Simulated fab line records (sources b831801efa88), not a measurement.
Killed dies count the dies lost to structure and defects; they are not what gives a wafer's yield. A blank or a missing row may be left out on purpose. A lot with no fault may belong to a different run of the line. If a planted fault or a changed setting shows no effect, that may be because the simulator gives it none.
The tool behind it: which one? :: flow gf180mcu :: Sampling: 13 lots, 38 wafers, 5 of 602 route steps

WHAT EACH GAUGE READ, for each wafer
GF_SAB_CD_MEAS_09: target cd 420 nm. Usual: cd_nm at 420.6 nm, with a standard deviation of 2.1.
lot: L825
measured: day 15 07:48
on: cd_sem-01
cd_nm (nm): 420.3 420.2 419.9
flag: 

lot: L826
measured: day 15 14:58
on: cd_sem-01
cd_nm (nm): 419.2 419.9 420.5
flag: 

lot: L827
measured: day 16 02:03
on: cd_sem-01
cd_nm (nm): 421.2 421.6 421.0
flag: 

lot: L830
measured: day 17 06:23
on: cd_sem-02
cd_nm (nm): 419.8 419.2 420.8
flag: 

lot: L835
measured: day 19 15:32
on: cd_sem-01
cd_nm (nm): 457.8 457.6 457.7 457.9
flag: OFF

lot: L837
measured: day 20 03:20
on: cd_sem-02
cd_nm (nm): 415.3 418.7 417.3
flag: 

lot: L838
measured: day 20 11:10
on: cd_sem-01
cd_nm (nm): 419.7 419.9 420.9
flag: 

lot: L839
measured: day 21 00:38
on: cd_sem-01
cd_nm (nm): 420.9 423.9 422.0
flag: 

lot: L841
measured: day 21 05:14
on: cd_sem-01
cd_nm (nm): 424.1 421.3 425.0
flag: 

lot: L844
measured: day 22 13:46
on: cd_sem-02
cd_nm (nm): 418.8 419.7 417.6
flag: 

lot: L845
measured: day 22 14:44
on: cd_sem-02
cd_nm (nm): 421.3 421.1 419.7
flag: 

lot: L846
measured: day 22 20:06
on: cd_sem-02
cd_nm (nm): 421.4 422.1 420.7
flag: 

lot: L847
measured: day 23 04:59
on: cd_sem-02
cd_nm (nm): 421.8 420.9 422.7
flag: 

GF_SALICIDE_THK_MEAS_05: measures by xrf. Usual: SALICIDE_TIN_THK 20.13 nm, standard deviation 0.23.
lot: L825
measured: day 15 08:28
on: film_metro-03
SALICIDE_TIN_THK (nm): 19.93 20.13 19.86
flag: 

lot: L826
measured: day 15 15:38
on: film_metro-01
SALICIDE_TIN_THK (nm): 20.65 20.83 20.39
flag: 

lot: L827
measured: day 16 02:42
on: film_metro-02
SALICIDE_TIN_THK (nm): 20.14 20.06 20.15
flag: 

lot: L830
measured: day 17 07:04
on: film_metro-01
SALICIDE_TIN_THK (nm): 20.27 20.20 20.41
flag: 

lot: L835
measured: day 19 21:44
on: film_metro-02
SALICIDE_TIN_THK (nm): 19.85 20.08
flag: 

lot: L837
measured: day 20 04:00
on: film_metro-01
SALICIDE_TIN_THK (nm): 20.09 20.15 20.01
flag: 

lot: L838
measured: day 20 11:51
on: film_metro-02
SALICIDE_TIN_THK (nm): 19.95 20.22 20.13
flag: 

lot: L839
measured: day 21 01:23
on: film_metro-03
SALICIDE_TIN_THK (nm): 19.85 19.61 19.58
flag: 

lot: L841
measured: day 21 06:20
on: film_metro-02
SALICIDE_TIN_THK (nm): 20.45 20.44 20.41
flag: 

lot: L844
measured: day 22 14:26
on: film_metro-02
SALICIDE_TIN_THK (nm): 20.09 20.13 20.16
flag: 

lot: L845
measured: day 22 15:25
on: film_metro-03
SALICIDE_TIN_THK (nm): 19.93 19.92 20.11
flag: 

lot: L846
measured: day 22 20:46
on: film_metro-01
SALICIDE_TIN_THK (nm): 20.50 20.14 20.24
flag: 

lot: L847
measured: day 23 05:38
on: film_metro-02
SALICIDE_TIN_THK (nm): 20.48 20.48 20.54
flag: 

WHICH TOOL RAN EACH LOT (tool, then ch and the chambers of the sampled wafers, then the start)
lot: L825
GF_PSD_STRIP_10: plasma_asher-03 ch 0,1, day 14 10:40
GF_SAB_DEVELOP_08: litho_track-02 ch 0, day 15 07:40
GF_SALICIDE_SPUTTER_02: pvd_sputter-02, day 15 08:17

lot: L826
GF_PSD_STRIP_10: plasma_asher-01 ch 0,1, day 14 17:38
GF_SAB_DEVELOP_08: litho_track-01 ch 0, day 15 14:49
GF_SALICIDE_SPUTTER_02: pvd_sputter-04, day 15 15:26

lot: L827
GF_PSD_STRIP_10: plasma_asher-01 ch 0,1, day 15 03:57
GF_SAB_DEVELOP_08: litho_track-02 ch 0, day 16 01:55
GF_SALICIDE_SPUTTER_02: pvd_sputter-04, day 16 02:31

lot: L830
GF_PSD_STRIP_10: plasma_asher-01 ch 0,1, day 16 07:38
GF_SAB_DEVELOP_08: litho_track-01 ch 0, day 17 06:14
GF_SALICIDE_SPUTTER_02: pvd_sputter-02, day 17 06:53

lot: L835
GF_PSD_STRIP_10: plasma_asher-02 ch 0,1, day 18 16:02
GF_SAB_DEVELOP_08: litho_track-01 ch 0, day 19 15:23
GF_SALICIDE_SPUTTER_02: pvd_sputter-01, day 19 21:31

lot: L837
GF_PSD_STRIP_10: plasma_asher-01 ch 0,1, day 19 02:35
GF_SAB_DEVELOP_08: litho_track-03 ch 0, day 20 03:11
GF_SALICIDE_SPUTTER_02: pvd_sputter-04, day 20 03:50

lot: L838
GF_PSD_STRIP_10: plasma_asher-01 ch 0,1, day 19 10:37
GF_SAB_DEVELOP_08: litho_track-02 ch 0, day 20 11:01
GF_SALICIDE_SPUTTER_02: pvd_sputter-01, day 20 11:40

lot: L839
GF_PSD_STRIP_10: plasma_asher-03 ch 0,1, day 20 00:05
GF_SAB_DEVELOP_08: litho_track-02 ch 0, day 21 00:29
GF_SALICIDE_SPUTTER_02: pvd_sputter-01, day 21 01:09

lot: L841
GF_PSD_STRIP_10: plasma_asher-02 ch 0,1, day 20 04:26
GF_SAB_DEVELOP_08: litho_track-02 ch 0, day 21 05:05
GF_SALICIDE_SPUTTER_02: pvd_sputter-01, day 21 06:09

lot: L844
GF_PSD_STRIP_10: plasma_asher-03 ch 1, day 21 13:17
GF_SAB_DEVELOP_08: litho_track-02 ch 0, day 22 13:37
GF_SALICIDE_SPUTTER_02: pvd_sputter-04, day 22 14:16

lot: L845
GF_PSD_STRIP_10: plasma_asher-01 ch 0,1, day 21 14:47
GF_SAB_DEVELOP_08: litho_track-03 ch 0, day 22 14:35
GF_SALICIDE_SPUTTER_02: pvd_sputter-04, day 22 15:14

lot: L846
GF_PSD_STRIP_10: plasma_asher-02 ch 1, day 21 20:17
GF_SAB_DEVELOP_08: litho_track-03 ch 0, day 22 19:58
GF_SALICIDE_SPUTTER_02: pvd_sputter-04, day 22 20:34

lot: L847
GF_PSD_STRIP_10: plasma_asher-03 ch 0,1, day 22 06:23
GF_SAB_DEVELOP_08: litho_track-02 ch 0, day 23 04:50
GF_SALICIDE_SPUTTER_02: pvd_sputter-02, day 23 05:28
- GF_PSD_STRIP_10: strips in O2/N2.
- GF_SAB_DEVELOP_08: develop time 60 s.
- GF_SALICIDE_SPUTTER_02: material Co, target thk 10 nm, time 20 s.

WHAT THE TOOLS THEMSELVES READ (means of the sampled wafers that have a number; where no wafer has one, the mark that the record gives instead)
GF_PSD_STRIP_10. Usual: drypump_motor_current_A 5.66 A, standard deviation 0.17; heater_power_w 358 W, standard deviation 38; o2_flow_sccm 2999 sccm, standard deviation 9.6; oes_product_au 0.592 a.u., standard deviation 0.0046; strip_time_to_endpoint_s 16.53 s, standard deviation 0.038.
lot: L825
tool: plasma_asher-03
drypump_motor_current_A (A): 5.61
heater_power_w (W): 348
o2_flow_sccm (sccm): 2997
oes_product_au (a.u.): 0.589
strip_time_to_endpoint_s (s): 16.51
flag: 

lot: L826
tool: plasma_asher-01
drypump_motor_current_A (A): 5.80
heater_power_w (W): 325
o2_flow_sccm (sccm): 2997
oes_product_au (a.u.): 0.590
strip_time_to_endpoint_s (s): 16.53
flag: 

lot: L827
tool: plasma_asher-01
drypump_motor_current_A (A): 5.71
heater_power_w (W): 315
o2_flow_sccm (sccm): 3000
oes_product_au (a.u.): 0.600
strip_time_to_endpoint_s (s): 16.58
flag: 

lot: L830
tool: plasma_asher-01
drypump_motor_current_A (A): 5.70
heater_power_w (W): 318
o2_flow_sccm (sccm): 3010
oes_product_au (a.u.): 0.592
strip_time_to_endpoint_s (s): 16.60
flag: 

lot: L835
tool: plasma_asher-02
drypump_motor_current_A (A): 5.53
heater_power_w (W): 409
o2_flow_sccm (sccm): 2999
oes_product_au (a.u.): 0.588
strip_time_to_endpoint_s (s): 16.52
flag: 

lot: L837
tool: plasma_asher-01
drypump_motor_current_A (A): 5.81
heater_power_w (W): 342
o2_flow_sccm (sccm): 3003
oes_product_au (a.u.): 0.595
strip_time_to_endpoint_s (s): 16.49
flag: 

lot: L838
tool: plasma_asher-01
drypump_motor_current_A (A): 5.70
heater_power_w (W): 331
o2_flow_sccm (sccm): 3000
oes_product_au (a.u.): 0.591
strip_time_to_endpoint_s (s): 16.52
flag: 

lot: L839
tool: plasma_asher-03
drypump_motor_current_A (A): 5.63
heater_power_w (W): 361
o2_flow_sccm (sccm): 2987
oes_product_au (a.u.): 0.591
strip_time_to_endpoint_s (s): 16.57
flag: 

lot: L841
tool: plasma_asher-02
drypump_motor_current_A (A): 5.53
heater_power_w (W): 412
o2_flow_sccm (sccm): 3002
oes_product_au (a.u.): 0.597
strip_time_to_endpoint_s (s): 16.49
flag: 

lot: L844
tool: plasma_asher-03
drypump_motor_current_A (A): 5.48
heater_power_w (W): 374
o2_flow_sccm (sccm): 2988
oes_product_au (a.u.): 0.592
strip_time_to_endpoint_s (s): 16.50
flag: 

lot: L845
tool: plasma_asher-01
drypump_motor_current_A (A): 5.80
heater_power_w (W): 347
o2_flow_sccm (sccm): 2993
oes_product_au (a.u.): 0.594
strip_time_to_endpoint_s (s): 16.52
flag: 

lot: L846
tool: plasma_asher-02
drypump_motor_current_A (A): 5.58
heater_power_w (W): 424
o2_flow_sccm (sccm): 3002
oes_product_au (a.u.): 0.591
strip_time_to_endpoint_s (s): 16.55
flag: 

lot: L847
tool: plasma_asher-03
drypump_motor_current_A (A): 5.64
heater_power_w (W): 363
o2_flow_sccm (sccm): 3005
oes_product_au (a.u.): 0.590
strip_time_to_endpoint_s (s): 16.52
flag: 

GF_SALICIDE_SPUTTER_02. Usual: throttle_valve_pct at 30.2 %, with a standard deviation of 1.
lot: L825
tool: pvd_sputter-02
throttle_valve_pct (%): 31.2
flag: 

lot: L826
tool: pvd_sputter-04
throttle_valve_pct (%): 30.2
flag: 

lot: L827
tool: pvd_sputter-04
throttle_valve_pct (%): 29.6
flag: 

lot: L830
tool: pvd_sputter-02
throttle_valve_pct (%): 31.2
flag: 

lot: L835
tool: pvd_sputter-01
throttle_valve_pct (%): 31.5
flag: 

lot: L837
tool: pvd_sputter-04
throttle_valve_pct (%): 29.7
flag: 

lot: L838
tool: pvd_sputter-01
throttle_valve_pct (%): 30.5
flag: 

lot: L839
tool: pvd_sputter-01
throttle_valve_pct (%): 29.8
flag: 

lot: L841
tool: pvd_sputter-01
throttle_valve_pct (%): 30.6
flag: 

lot: L844
tool: pvd_sputter-04
throttle_valve_pct (%): 29.8
flag: 

lot: L845
tool: pvd_sputter-04
throttle_valve_pct (%): 29.7
flag: 

lot: L846
tool: pvd_sputter-04
throttle_valve_pct (%): 29.8
flag: 

lot: L847
tool: pvd_sputter-02
throttle_valve_pct (%): 29.7
flag: 

THE ANSWER, worked out from the rows above alone
Rule: a lot counts as off when the mean over its wafers that have a number is more than 3 standard deviations away from the usual mean. Also off: a lot with no number at a reading for which 4 or more lots have one. The other lots that the step has rows for count as sound. First the gauges in route order, then the tools' own readings, where a lot's mean is used as printed above. The first step at which some lot is off is used, and at that step the reading that is off furthest; a lot without a number counts as furthest.
Off at GF_SAB_CD_MEAS_09 (cd_nm): L835.
A tool fits if, at a process step before that reading, it ran every lot that is off, and no sound lot after the first of them. The gauges at GF_SAB_CD_MEAS_09 are tried like those tools. One fits: GF_SAB_DEVELOP_08 on litho_track-01. Its last sound lot is L830 (day 17 06:14), its first lot that is off L835 (day 19 15:23): a fault that began between those two fits.

WHAT WAS PUT IN BY THE SIMULATOR
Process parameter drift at GF_SAB_DEVELOP_08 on litho_track-01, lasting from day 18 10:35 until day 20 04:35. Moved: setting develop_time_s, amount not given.
Shown lots that were struck: L835. The same result came from the rule above.
